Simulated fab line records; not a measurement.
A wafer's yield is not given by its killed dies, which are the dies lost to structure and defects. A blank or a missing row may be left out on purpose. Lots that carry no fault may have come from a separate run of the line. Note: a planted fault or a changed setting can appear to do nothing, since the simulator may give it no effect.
fab line records	flow sky130
record: lots: 6	wafers: 18	last-day: 50
route steps=708 shown LI_CONTACT@371 LOCAL_INTERCONNECT@387 PAD_OPEN@708
lots with no fault: from the same line, run without faults
start-h: hours from the record's opening day to when the first of the lot's shown wafers began	wait-h: hours from the lot's prior step to this one	" the same as in the row above	L1.1+2: a row that stands for several wafers	- value missing, or start not given	* or withheld: withheld	< > ~ a bound
route shown NAME@n: NAME is a module with steps in the file, n the number in the route of the first one	usual: the fault-free wafers' mean and standard deviation	same: alike in all rows	chamber/n: place in a boat	sites: each site's reading	_std_site: standard deviation across them	_edge_site: outer sites' mean less inner sites'	radius-mm: how far each site lies from the wafer's centre	mask NAME#n: copy n	behind: tool/chamber where the wafer was last shaped	hold: why the lot went on hold/how many hours it stayed there/how the hold came to an end	device: the n, p or np transistor that did not switch	end of line: the route-end tests of the same wafers	a step given without rows: its recipe and nothing more	killed: not the wafer's yield, but the dies lost to structure and defects at the first sort	map: a wafer's dies, marking killed ones x, the rest . and places with no die _
set.NAME: setting as actually run; set.NAME@STEP: the setting as run at that earlier step	model.NAME: the simulator's own value behind a step, which no gauge read
lots seen at some steps along the route; tables by step, rows by wafer
services: from which hour (start-h, from the record's first day; less than 0 if before it) a tool's chamber was out of use, for how many hours, and why
== steps ==
step: SKY_LI_CONTACT_EXPOSE_09
recipe: mask-id: LICM1	na: 0.8	source-shape: annular	sigma-inner: 0.55	sigma-outer: 0.85	target-cd-nm: 170	dose-mj: 38
step: SKY_LI_CONTACT_PEB_10
recipe: peb-temp-c: withheld	peb-time-s: withheld	resist: KrF-thick
step: SKY_LI_CONTACT_DEVELOP_11
recipe: develop-time-s: 60	resist: KrF-thick	dev-temp-c: 21
step: SKY_LI_CONTACT_CD_MEAS_12
recipe: target-cd-nm: 170
usual: cd-nm: 170.4/1.9
lot.wafer	tool	chamber	start-h	wait-h	cd-nm
L243.1	cd-sem-01	-	697.65	-	174.0
L243.4	"	-	"	"	175.0
L243.5	"	-	"	"	174.0
L247.2	cd-sem-02	-	738.37	-	172.6
L247.5	"	-	"	"	172.0
L247.6	"	-	"	"	170.8
L251.2	cd-sem-02	-	773.98	-	174.2
L251.4	"	-	"	"	173.1
L251.6	"	-	"	"	174.3
L254.1	cd-sem-01	-	822.87	-	172.2
L254.4	"	-	"	"	171.3
L254.5	"	-	"	"	170.9
L253.2	cd-sem-01	-	824.58	-	168.5
L253.4	"	-	"	"	169.2
L253.6	"	-	"	"	168.4
L264.2	cd-sem-01	-	871.12	-	173.9
L264.3	"	-	"	"	174.3
L264.5	"	-	"	"	174.5
step: SKY_LI_CONTACT_OVL_MEAS_13
usual: LI_CONTACT_OVL: -1/5.6
lot.wafer	tool	chamber	start-h	wait-h	LI_CONTACT_OVL[nm]
L243.1	overlay-01	-	697.77	0.1	-1
L243.4	"	-	"	"	-2
L243.5	"	-	"	"	-3
L247.2	overlay-01	-	738.48	0.1	2
L247.5	"	-	"	"	-5
L247.6	"	-	"	"	3
L251.2	overlay-02	-	774.09	0.1	-5
L251.4	"	-	"	"	-2
L251.6	"	-	"	"	-9
L254.1	overlay-02	-	822.99	0.1	1
L254.4	"	-	"	"	6
L254.5	"	-	"	"	2
L253.2	overlay-01	-	824.69	0.1	-10
L253.4	"	-	"	"	-8
L253.6	"	-	"	"	-4
L264.2	overlay-01	-	871.23	0.1	-2
L264.3	"	-	"	"	0
L264.5	"	-	"	"	-4
step: SKY_LI_CONTACT_ETCH_14
recipe: chemistry: N2/H2	target: BARC	ion-energy-ev: 200	source-w: 500	bias-w: 100	pressure-mtorr: 30	n2-flow-sccm: 100	h2-flow-sccm: 200	stop-on: SiO2	time-s: 45.9	target-depth-a: 600
usual: drypump-motor-current-A: 5.8/0.41	oes-product-au: 0.854/0.0047	throttle-valve-pct: 13.225/0.0098
same: time-s: 45.9
lot.wafer	tool	chamber	start-h	wait-h	drypump-motor-current-A	oes-product-au	rf-hours-counter-h	throttle-valve-pct
L243.1	rie-diel-03	2	697.81	0.0	5.9	0.862	8	13.220
L243.4	"	3	"	"	5.0	0.856	1	13.219
L243.5	"	0	"	"	5.8	0.864	-	13.216
L247.2	rie-diel-03	3	738.51	0.0	5.1	0.860	3	13.219
L247.5	"	0	"	"	5.8	0.858	-	13.234
L247.6	"	3	"	"	5.1	0.855	-	13.235
L251.2	rie-diel-04	3	774.12	0.0	6.5	0.862	9	13.235
L251.4	"	2	"	"	5.8	0.857	15	13.228
L251.6	"	2	"	"	5.8	0.857	-	13.205
L254.1	rie-diel-04	3	823.03	0.0	6.4	0.852	11	13.218
L254.4	"	0	"	"	6.0	0.855	-	13.228
L254.5	"	2	"	"	5.8	0.856	-	13.226
L253.2	rie-diel-04	0	824.72	0.0	6.0	0.854	7	13.212
L253.4	"	0	"	"	6.0	0.850	-	13.213
L253.6	"	3	"	"	6.5	0.850	-	13.219
L264.2	rie-diel-02	3	871.26	0.0	5.9	0.848	11	13.221
L264.3	"	0	"	"	5.1	0.856	10	13.231
L264.5	"	3	"	"	6.0	0.854	-	13.207
step: SKY_LI_CONTACT_ETCH_15
recipe: target: PSG	chemistry: C4F8/O2/Ar	stop-on: Si	taper-deg: 4.15	mask-material: KrF-thick	source-w: 1500	bias-w: 1200	pressure-mtorr: 40	c4f8-flow-sccm: withheld	O2_flow_sccm: 6	Ar_flow_sccm: 300	time-s: withheld	target-depth-a: 6000
usual: oes-product-au: 0.837/0.0045
lot.wafer	tool	chamber	start-h	wait-h	oes-product-au
L243.1	rie-diel-03	2	697.85	0.0	0.835
L243.4	"	3	"	"	0.844
L243.5	"	0	"	"	0.830
L247.2	rie-diel-03	3	738.55	0.0	0.836
L247.5	"	0	"	"	0.836
L247.6	"	3	"	"	0.840
L251.2	rie-diel-04	3	774.16	0.0	0.835
L251.4	"	2	"	"	0.835
L251.6	"	2	"	"	0.833
L254.1	rie-diel-04	3	823.07	0.0	0.839
L254.4	"	0	"	"	0.838
L254.5	"	2	"	"	0.834
L253.2	rie-diel-04	0	824.76	0.0	0.832
L253.4	"	0	"	"	0.831
L253.6	"	3	"	"	0.838
L264.2	rie-diel-02	3	871.30	0.0	0.836
L264.3	"	0	"	"	0.835
L264.5	"	3	"	"	0.829
step: SKY_LI_CONTACT_STRIP_16
recipe: chemistry: O2/N2	power-w: 1400	pressure-mtorr: 1500	platen-temp-c: withheld	o2-flow-sccm: 3000	n2-flow-sccm: 300	overash-fraction: 0.5
step: SKY_LI_CONTACT_CLEAN_17
recipe: chemistry: NMP	time-s: 600	temp-c: 60	dry: n2-spin
step: SKY_LI_CONTACT_PRE_CLEAN_18
recipe: gas: Ar	time-s: 5.6	bias-v: 358
step: SKY_LI_CONTACT_SPUTTER_19
recipe: material: Ti	target-thk-nm: 20	chamber-pressure-pa: 5	power-w: 2500	substrate-temp-c: 200	time-s: 106.37
usual: substrate-temp-c: 200.03/0.17	throttle-valve-pct: 30.0/1.1
same: time-s: 106.37
lot.wafer	tool	chamber	start-h	wait-h	substrate-temp-c	throttle-valve-pct
L243.1	pvd-sputter-04	-	698.23	0.0	199.83	31.3
L243.4	"	-	"	"	200.04	29.7
L243.5	"	-	"	"	199.99	29.7
L247.2	pvd-sputter-02	-	738.93	0.0	200.15	31.6
L247.5	"	-	"	"	200.14	31.2
L247.6	"	-	"	"	199.79	29.6
L251.2	pvd-sputter-03	-	774.54	0.0	199.86	30.9
L251.4	"	-	"	"	199.76	31.2
L251.6	"	-	"	"	199.73	29.7
L254.1	pvd-sputter-02	-	823.47	0.0	199.92	29.3
L254.4	"	-	"	"	199.97	31.4
L254.5	"	-	"	"	200.32	29.3
L253.2	pvd-sputter-02	-	825.14	0.0	199.88	31.9
L253.4	"	-	"	"	199.73	29.3
L253.6	"	-	"	"	199.83	31.6
L264.2	pvd-sputter-02	-	871.68	0.0	199.81	28.1
L264.3	"	-	"	"	200.02	31.4
L264.5	"	-	"	"	200.27	29.6
step: SKY_LI_CONTACT_SPUTTER_20
recipe: material: TiN	target-thk-nm: 20	chamber-pressure-pa: 5	power-w: 4000	time-s: 80
usual: throttle-valve-pct: 30.0/1.1
same: time-s: 80
lot.wafer	tool	chamber	start-h	wait-h	throttle-valve-pct
L243.1	pvd-sputter-04	-	698.30	0.0	31.2
L243.4	"	-	"	"	29.9
L243.5	"	-	"	"	30.1
L247.2	pvd-sputter-02	-	739.00	0.0	31.5
L247.5	"	-	"	"	31.6
L247.6	"	-	"	"	29.4
L251.2	pvd-sputter-03	-	774.63	0.0	30.5
L251.4	"	-	"	"	30.9
L251.6	"	-	"	"	29.5
L254.1	pvd-sputter-02	-	823.54	0.0	29.1
L254.4	"	-	"	"	31.6
L254.5	"	-	"	"	29.3
L253.2	pvd-sputter-02	-	825.22	0.0	32.1
L253.4	"	-	"	"	29.3
L253.6	"	-	"	"	31.6
L264.2	pvd-sputter-02	-	871.76	0.0	28.4
L264.3	"	-	"	"	31.4
L264.5	"	-	"	"	29.4
step: SKY_LI_CONTACT_CVD_21
recipe: material: W	target-thk-nm: 400	time-s: 120.56	temp-c: 400	pressure-torr: 40
usual: heater-power-w: 836/78	susceptor-temp-C: 400.00/0.22
same: time-s: 120.56
lot.wafer	tool	chamber	start-h	wait-h	heater-power-w	susceptor-temp-C	model.W_of_LI_CONTACT_CVD_21.thk-nm
L243.1	cvd-w-01	0	698.37	0.0	770	400.46	394.8
L243.4	"	0	"	"	803	400.23	395.2
L243.5	"	1	"	"	756	400.13	400.1
L247.2	cvd-w-01	0	739.07	0.0	762	395.64	368.2
L247.5	"	0	"	"	760	395.58	371.3
L247.6	"	1	"	"	747	395.45	368.8
L251.2	cvd-w-01	1	774.70	0.0	755	395.35	370.4
L251.4	"	0	"	"	768	395.56	368.8
L251.6	"	0	"	"	761	395.32	369.2
L254.1	cvd-w-02	0	823.60	0.0	979	400.06	398.5
L254.4	"	1	"	"	818	400.27	401.2
L254.5	"	1	"	"	785	400.36	402.7
L253.2	cvd-w-02	1	825.28	0.0	787	399.85	398.5
L253.4	"	1	"	"	774	400.19	395.2
L253.6	"	0	"	"	980	400.08	392.8
L264.2	cvd-w-02	1	871.86	0.1	814	399.98	395.9
L264.3	"	1	"	"	810	400.48	394.6
L264.5	"	1	"	"	813	400.26	389.6
step: SKY_LI_CONTACT_RS_MEAS_22
recipe: thk-meas-gauge: four-point-probe	reads: W_of_LI_CONTACT_CVD_21+TiN_of_LI_CONTACT_SPUTTER_20+Ti_of_LI_CONTACT_SPUTTER_19
usual: LI_CONTACT_W_RS: 0.2860/0.0027
lot.wafer	tool	chamber	start-h	wait-h	LI_CONTACT_W_RS[ohm/sq]
L243.1	film-metro-04	-	698.49	0.1	0.2888
L243.4	"	-	"	"	0.2878
L243.5	"	-	"	"	0.2843
L247.2	film-metro-04	-	739.21	0.1	0.3090
L247.5	"	-	"	"	0.3069
L247.6	"	-	"	"	0.3084
L251.2	film-metro-02	-	774.84	0.1	0.3075
L251.4	"	-	"	"	0.3080
L251.6	"	-	"	"	0.3084
L254.1	film-metro-02	-	823.73	0.1	0.2852
L254.4	"	-	"	"	0.2835
L254.5	"	-	"	"	0.2835
L253.2	film-metro-03	-	825.42	0.1	0.2858
L253.4	"	-	"	"	0.2883
L253.6	"	-	"	"	0.2896
L264.2	film-metro-04	-	872.09	0.2	0.2884
L264.3	"	-	"	"	0.2892
L264.5	"	-	"	"	0.2931
step: SKY_LI_CONTACT_THK_MEAS_23
recipe: thk-meas-gauge: xrf	reads: W_of_LI_CONTACT_CVD_21
usual: LI_CONTACT_W_THK: 404/4.9
lot.wafer	tool	chamber	start-h	wait-h	LI_CONTACT_W_THK[nm]
L243.1	film-metro-04	-	698.61	0.1	401
L243.4	"	-	"	"	405
L243.5	"	-	"	"	410
L247.2	film-metro-04	-	739.32	0.1	375
L247.5	"	-	"	"	377
L247.6	"	-	"	"	374
L251.2	film-metro-02	-	774.95	0.1	375
L251.4	"	-	"	"	374
L251.6	"	-	"	"	371
L254.1	film-metro-02	-	823.85	0.1	399
L254.4	"	-	"	"	402
L254.5	"	-	"	"	403
L253.2	film-metro-03	-	825.53	0.1	404
L253.4	"	-	"	"	396
L253.6	"	-	"	"	393
L264.2	film-metro-04	-	872.20	0.1	408
L264.3	"	-	"	"	409
L264.5	"	-	"	"	404
step: SKY_LI_CONTACT_CMP_24
recipe: stop-on: PSG	t-overpolish-s: 20	down-force-psi: 3.5	platen-rpm: 60	target-thk-nm: 0	pad-velocity-m-s: 0.94248
usual: motor-current-A: 11.2/1	time-to-endpoint-s: 95.6/3
lot.wafer	tool	chamber	start-h	wait-h	motor-current-A	time-to-endpoint-s
L243.4	cmp-02	2	698.72	0.1	12.6	94.8
L243.1	"	0	"	"	11.1	94.3
L243.5	"	2	"	"	12.7	94.3
L247.2	cmp-02	0	739.47	0.1	11.1	82.8
L247.6	"	2	"	"	12.8	89.3
L247.5	"	3	"	"	12.1	90.1
L251.2	cmp-02	3	775.05	0.1	11.7	84.3
L251.4	"	1	"	"	9.6	87.9
L251.6	"	3	"	"	11.9	88.2
L254.1	cmp-02	1	823.96	0.1	10.0	95.6
L254.4	"	2	"	"	12.6	95.7
L254.5	"	1	"	"	9.4	94.6
L253.2	cmp-02	2	825.63	0.1	12.4	94.3
L253.4	"	0	"	"	10.8	93.8
L253.6	"	2	"	"	12.7	95.9
L264.3	cmp-02	1	872.35	0.1	10.2	96.0
L264.2	"	2	"	"	12.9	97.0
L264.5	"	0	"	"	11.2	93.8
step: SKY_LOCAL_INTERCONNECT_SPUTTER_00
recipe: material: TiN	target-thk-nm: 100	temp-c: 300	power-w: 6500	time-s: 83.3	chamber-pressure-pa: 0.4
usual: substrate-temp-c: 299.98/0.2	throttle-valve-pct: 30.2/1.3
same: time-s: 83.3
lot.wafer	tool	chamber	start-h	wait-h	substrate-temp-c	throttle-valve-pct
L243.1	pvd-sputter-01	-	698.97	0.1	299.69	32.7
L243.4	"	-	"	"	299.96	29.9
L243.5	"	-	"	"	299.92	29.8
L247.2	pvd-sputter-01	-	739.67	0.1	300.01	33.0
L247.5	"	-	"	"	299.77	29.7
L247.6	"	-	"	"	299.90	32.9
L251.2	pvd-sputter-01	-	775.30	0.2	300.33	29.7
L251.4	"	-	"	"	299.65	28.4
L251.6	"	-	"	"	299.75	32.8
L254.1	pvd-sputter-04	-	824.21	0.2	300.05	29.6
L254.4	"	-	"	"	300.04	31.2
L254.5	"	-	"	"	300.15	31.0
L253.2	pvd-sputter-04	-	825.88	0.2	300.03	31.1
L253.4	"	-	"	"	300.04	29.2
L253.6	"	-	"	"	299.74	29.6
L264.2	pvd-sputter-04	-	872.55	0.1	299.78	30.9
L264.3	"	-	"	"	300.03	30.0
L264.5	"	-	"	"	299.88	31.3
step: SKY_PAD_OPEN_PROBE_99
usual: killed_at_M0_to_M3: 43/6.6	killed_at_M4_up: 3.2/1.8	killed-at-contacts: 24/5	killed-at-front-end: 15/4.5	killed-at-other: 0.2/0.46	killed-dies: 86/8.8	killed-on-rim: 16/3.4	killed-open: 48/6.6	killed-short: 38/6.1
same: gross-dies: 492	killed-at-back-side: 0
lot.wafer	tool	chamber	start-h	wait-h	killed_at_M0_to_M3	killed_at_M4_up	killed-at-contacts	killed-at-front-end	killed-at-other	killed-dies	killed-on-rim	killed-open	killed-short
L247.2	prober-02	-	1113.98	0.1	39	4	19	15	1	78	17	44	34
L247.5	prober-02	-	1114.13	0.2	37	5	28	21	0	91	16	48	43
L247.6	prober-02	-	1114.18	0.2	43	2	24	16	1	86	17	50	36
L251.2	prober-01	-	1146.44	0.1	44	5	25	7	0	81	15	47	34
L251.4	prober-01	-	1146.54	0.2	43	4	21	8	0	76	15	45	31
L251.6	prober-01	-	1146.64	0.2	42	5	25	18	0	90	14	50	40
L254.1	prober-01	-	1178.48	0.1	50	3	19	20	0	92	22	45	47
L254.4	prober-01	-	1178.63	0.2	41	3	20	15	0	79	12	49	30
L254.5	prober-01	-	1178.68	0.2	43	2	22	18	0	85	20	52	33
L253.2	prober-02	-	1182.66	0.1	38	3	28	15	0	84	18	49	35
L253.4	prober-02	-	1182.76	0.2	33	4	27	17	2	83	18	51	32
L253.6	prober-02	-	1182.86	0.2	34	0	25	21	1	81	13	37	44
L264.2	prober-01	-	1211.18	0.1	38	1	19	19	1	78	8	43	35
L264.5	prober-01	-	1211.33	0.2	38	6	21	16	0	81	16	39	42
killed by level:class
L247.2 VIA1:geometric-particle:open=12 CONTACT:geometric-particle:open=7 VIA3:geometric-particle:open=6 METAL1:geometric-particle:short=5 VIA1:geometric-particle:short=5 FIELD_ISO:geometric-particle:open=4 FIELD_ISO:geometric-particle:short=4 LI_CONTACT:geometric-particle:open=4
L247.5 VIA1:geometric-particle:open=10 LI_CONTACT:geometric-particle:open=9 VIA2:geometric-particle:open=8 METAL2:geometric-particle:short=7 LOCAL_INTERCONNECT:geometric-particle:short=6 CONTACT:geometric-particle:open=6 POLY_GATE:geometric-particle:short=5 FIELD_ISO:geometric-particle:open=4
L247.6 FIELD_ISO:geometric-particle:open=8 VIA1:geometric-particle:open=8 VIA2:geometric-particle:open=8 LI_CONTACT:geometric-particle:open=7 CONTACT:geometric-particle:open=7 VIA3:geometric-particle:open=6 VIA1:geometric-particle:short=6 CONTACT:geometric-particle:short=5
L251.2 VIA1:geometric-particle:open=10 VIA3:geometric-particle:open=10 CONTACT:geometric-particle:open=8 METAL1:geometric-particle:short=7 CONTACT:geometric-particle:short=5 LI_CONTACT:geometric-particle:open=5 LOCAL_INTERCONNECT:geometric-particle:short=5 FIELD_ISO:geometric-particle:open=4
L251.4 CONTACT:geometric-particle:open=12 VIA1:geometric-particle:open=9 VIA1:geometric-particle:short=7 VIA2:geometric-particle:open=6 FIELD_ISO:geometric-particle:short=4 VIA3:geometric-particle:open=4 LI_CONTACT:geometric-particle:open=3 LI_CONTACT:geometric-particle:short=3
L251.6 VIA1:geometric-particle:open=10 CONTACT:geometric-particle:open=8 LI_CONTACT:geometric-particle:open=7 FIELD_ISO:geometric-particle:open=7 LOCAL_INTERCONNECT:geometric-particle:short=6 VIA1:geometric-particle:short=5 METAL2:geometric-particle:short=5 VIA2:geometric-particle:open=5
L254.1 LI_CONTACT:geometric-particle:open=9 FIELD_ISO:geometric-particle:short=7 METAL2:geometric-particle:short=7 VIA3:geometric-particle:open=7 VIA1:geometric-particle:open=6 FIELD_ISO:geometric-particle:open=5 METAL3:geometric-particle:short=5 CONTACT:geometric-particle:open=5
L254.4 VIA3:geometric-particle:open=9 VIA2:geometric-particle:open=7 CONTACT:geometric-particle:open=7 LI_CONTACT:geometric-particle:open=6 POLY_GATE:geometric-particle:open=4 POLY_GATE:geometric-particle:short=4 METAL1:geometric-particle:open=4 METAL1:geometric-particle:short=4
L254.5 VIA1:geometric-particle:open=12 VIA3:geometric-particle:open=10 POLY_GATE:geometric-particle:open=6 LI_CONTACT:geometric-particle:short=6 LI_CONTACT:geometric-particle:open=5 METAL1:geometric-particle:short=5 CONTACT:geometric-particle:open=5 CONTACT:geometric-particle:short=5
L253.2 CONTACT:geometric-particle:open=10 VIA1:geometric-particle:open=10 METAL1:geometric-particle:short=8 LI_CONTACT:geometric-particle:open=7 VIA2:geometric-particle:open=7 LOCAL_INTERCONNECT:geometric-particle:short=6 METAL2:geometric-particle:short=5 FIELD_ISO:geometric-particle:open=3
L253.4 LI_CONTACT:geometric-particle:open=9 CONTACT:geometric-particle:open=9 VIA1:geometric-particle:open=8 VIA2:geometric-particle:open=8 FIELD_ISO:geometric-particle:open=5 METAL2:geometric-particle:short=4 METAL1:geometric-particle:short=4 CONTACT:geometric-particle:short=4
L253.6 METAL2:geometric-particle:short=8 LI_CONTACT:geometric-particle:short=7 CONTACT:geometric-particle:open=7 VIA1:geometric-particle:open=7 VIA2:geometric-particle:open=7 FIELD_ISO:geometric-particle:open=5 POLY_GATE:geometric-particle:open=5 CONTACT:geometric-particle:short=5
L264.2 VIA3:geometric-particle:open=10 VIA1:geometric-particle:open=7 POLY_CUT:geometric-particle:short=6 LI_CONTACT:geometric-particle:open=5 FIELD_ISO:geometric-particle:open=4 CONTACT:geometric-particle:open=4 METAL1:geometric-particle:short=4 FIELD_ISO:geometric-particle:short=3
L264.5 VIA1:geometric-particle:open=14 CONTACT:geometric-particle:open=9 LOCAL_INTERCONNECT:geometric-particle:short=6 VIA1:geometric-particle:short=6 METAL4:geometric-particle:short=5 POLY_GATE:geometric-particle:short=4 POLY_GATE:geometric-particle:open=4 LI_CONTACT:geometric-particle:open=4
== services ==
tool	chamber	start-h	hours	kind
rie-diel-04	2	677.26	29.6	repair
pvd-sputter-02	-	678.03	3.0	repair
rie-diel-03	1	678.65	11.4	repair
rie-diel-03	0	685.32	7.8	repair
rie-diel-03	3	685.91	3.2	repair
cmp-02	-	700.35	6.8	pm
rie-diel-04	1	703.10	1.3	repair
cmp-02	-	713.51	1.7	repair
rie-diel-03	1	715.46	10.3	repair
rie-diel-04	-	718.12	1.0	repair
cmp-02	-	718.87	1.0	repair
rie-diel-03	3	725.00	1.5	repair
pvd-sputter-04	-	732.44	9.8	repair
rie-diel-03	1	733.02	5.2	repair
pvd-sputter-04	-	758.12	4.4	repair
pvd-sputter-04	-	762.76	1.7	repair
cmp-02	-	763.09	6.6	pm
rie-diel-03	-	780.82	4.3	pm
rie-diel-03	3	785.55	7.8	repair
pvd-sputter-02	-	798.59	4.2	repair
rie-diel-04	2	801.32	11.2	repair
rie-diel-04	1	810.29	6.7	repair
cmp-02	-	816.19	2.3	repair
rie-diel-04	1	819.86	10.0	repair
== key ==
first-sign: step: SKY_LI_CONTACT_CVD_21	reading: susceptor-temp-C	direction: down	sigmas: 20	usual: *	struck: *
effect: step: SKY_LI_CONTACT_RS_MEAS_22	reading: LI_CONTACT_W_RS	direction: up	sigmas: 8.2	usual: 0.2860	struck: 0.3080
effect: step: SKY_LI_CONTACT_THK_MEAS_23	reading: LI_CONTACT_W_THK	direction: down	sigmas: 6.1	usual: 404	struck: 374
effect: step: SKY_LI_CONTACT_CMP_24	reading: time-to-endpoint-s	direction: down	sigmas: 2.9	usual: *	struck: *
model-effect: step: SKY_LI_CONTACT_CVD_21	value: W_of_LI_CONTACT_CVD_21.thk-nm	without: 399.9	struck: 369.5
met-at SKY_LI_CONTACT_CVD_21
struck-wafers L247.2,L247.5,L247.6,L251.2,L251.4,L251.6
tester-left-out L247,L251
onset-between 698.37 739.07
fault: kind: process-parameter-drift	tool: cvd-w-01	chamber: -	onset-h: 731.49	steps: SKY_LI_CONTACT_CVD_21	channel: temp-c	offset: *	shape: step	end-h: 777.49	acts-in: *	stated: *
tester-left-out: of these lots the tester's yield and bins aren't shown, on N5 and GAA mostly nor the transistor test; their killed dies are dies lost to structure and defects alone, not to doping, threshold or leakage, so they don't give the yield
